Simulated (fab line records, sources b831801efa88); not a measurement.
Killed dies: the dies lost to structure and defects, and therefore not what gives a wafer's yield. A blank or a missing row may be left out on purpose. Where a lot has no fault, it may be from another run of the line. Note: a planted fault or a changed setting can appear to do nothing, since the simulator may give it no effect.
Chamber matching | flow gf180mcu | 4 sister chambers for GF_V5_CMP_26 on cmp-01
The step polishes, stops on SiO2, t overpolish 15 s, target thk 0 nm. 20 wafers are shown with their chamber, then 10 later ones without.

WAFERS WITH THEIR CHAMBER
wafer  | chamber | motor_current_A (A) | time_to_endpoint_s (s) | overpolish_run_s (s)
L074.4 | 3       | 12.8                | 83                     | 14.987
L074.5 | 2       | 11.1                | 81                     | 15.001
L074.6 | 1       | 10.8                | 82                     | 14.997
L075.1 | 1       | 10.8                | 86                     | 15.009
L075.2 | 0       | 9.8                 | 83                     | 15.003
L075.4 | 3       | 13.2                | 89                     | 14.998
L080.1 | 0       | 9.5                 | 85                     | 15.000
L080.4 | 3       | 13.1                | 86                     | 14.992
L080.6 | 2       | 12.2                | 84                     | 14.999
L081.3 | 1       | 10.9                | 86                     | 15.005
L081.5 | 1       | 10.3                | 86                     | 14.998
L081.6 | 2       | 11.0                | 85                     | 14.993
L081.1 | 2       | 11.1                | 86                     | 15.006
L081.2 | 3       | 13.1                | 88                     | 15.020
L081.4 | 0       | 9.6                 | 84                     | 15.005
L083.1 | 3       | 12.7                | 84                     | 15.011
L083.4 | 1       | 11.3                | 81                     | 14.999
L083.6 | 2       | 11.4                | 83                     | 14.999
L090.1 | 2       | 11.3                | 78                     | 15.003
L090.5 | 2       | 11.2                | 76                     | 15.009

SIGNATURES (averages over the wafers above)
reading            | chamber 0 | chamber 1 | chamber 2 | chamber 3 | scatter within a chamber
motor_current_A    | 9.633     | 10.820    | 11.329    | 12.980    | 0.329
time_to_endpoint_s | 84.00     | 84.20     | 81.86     | 86.00     | 2.91
overpolish_run_s   | 15.00267  | 15.00160  | 15.00143  | 15.00160  | 0.00802
Rule: a wafer's distance from a chamber is the root of the sum, over the readings, of the square of ((its reading less the chamber's mean) divided by the reading's scatter). If the next closest chamber is less than 2 further off than the closest, the wafer can't be placed; otherwise it belongs to the closest. The scatter is the square root of a quotient: the sum, over the shown wafers, of each reading's squared deviation from its chamber's mean, divided by wafers minus chambers.

WAFERS WITH NO CHAMBER GIVEN
wafer  | motor_current_A (A) | time_to_endpoint_s (s) | overpolish_run_s (s)
L090.6 | 10.4                | 74                     | 14.999
L091.2 | 12.9                | 83                     | 14.985
L091.4 | 10.9                | 85                     | 14.985
L091.5 | 13.2                | 81                     | 15.013
L094.3 | 12.9                | 80                     | 14.996
L094.4 | 10.0                | 83                     | 14.981
L094.5 | 10.9                | 82                     | 14.990
L096.3 | 11.4                | 80                     | 15.004
L096.5 | 12.9                | 81                     | 14.978
L096.6 | 9.7                 | 82                     | 14.994

THE CHAMBER EACH PASSED THROUGH
wafer  | from the rows above          | in truth
L090.6 | can't be placed: 1 or 2 or 0 | 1
L091.2 | 3                            | 3
L091.4 | can't be placed: 1 or 2      | 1
L091.5 | 3                            | 3
L094.3 | 3                            | 3
L094.4 | can't be placed: 0 or 1 or 2 | 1
L094.5 | can't be placed: 1 or 2      | 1
L096.3 | can't be placed: 2 or 1      | 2
L096.5 | 3                            | 3
L096.6 | 0                            | 0
Placed correctly: 5 of 10. Unplaceable from these rows: 5, with the true chamber sitting among the candidates in 5. Placed wrongly: 0.
